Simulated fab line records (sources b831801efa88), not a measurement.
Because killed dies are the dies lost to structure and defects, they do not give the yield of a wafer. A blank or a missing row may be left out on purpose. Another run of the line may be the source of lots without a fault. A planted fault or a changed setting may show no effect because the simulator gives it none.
Matching of chambers | flow gf180mcu | hdpcvd-01 running GF_V5_CVD_00: 3 sister chambers
The step deposits SiO2, target thk 300 nm, time 50 s. 6 wafers are shown with their chamber, then 7 later ones without.

## WAFERS WITH THEIR CHAMBER
wafer  | chamber | run-length-s (s) | pressure-mtorr (mTorr)
L522.5 | 0       | 77.7             | 5.982
L525.1 | 0       | 77.6             | 5.989
L525.4 | 2       | 78.8             | 5.993
L525.6 | 1       | 77.9             | 6.019
L531.3 | 2       | 78.7             | 5.988
L531.4 | 1       | 77.6             | 5.997

## WAFERS WHOSE CHAMBER IS MISSING
wafer  | run-length-s (s) | pressure-mtorr (mTorr)
L531.5 | 77.8             | 5.997
L536.3 | 78.8             | 6.016
L536.4 | 78.4             | 6.012
L536.6 | 78.1             | 5.989
L541.1 | 78.1             | 6.017
L541.3 | 78.1             | 6.007
L541.4 | 78.5             | 6.001

## WHICH CHAMBER EACH WENT THROUGH
wafer  | from the rows above          | in truth
L531.5 | can't be placed: 1 or 0      | 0
L536.3 | 2                            | 2
L536.4 | can't be placed: 2 or 1      | 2
L536.6 | can't be placed: 1 or 0 or 2 | 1
L541.1 | can't be placed: 1 or 0      | 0
L541.3 | can't be placed: 1 or 0      | 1
L541.4 | 2                            | 2
Placed correctly: 2 of 7. Not placeable from these rows: 5 (in 5, the candidates include the true chamber). Wrongly placed: 0.
How it was worked out, from the rows above alone: a wafer's distance from a chamber is the root of the sum, over the readings, of the square of ((its reading less the chamber's mean) divided by the reading's scatter). If the next closest chamber is less than 2 further off than the closest, the wafer can't be placed; otherwise it belongs to the closest. Each chamber's mean is taken over the wafers shown for it. How the scatter is found: for the shown wafers, subtract from each reading the mean of its chamber, square and add these, divide the total by (wafers less chambers), then take the root.
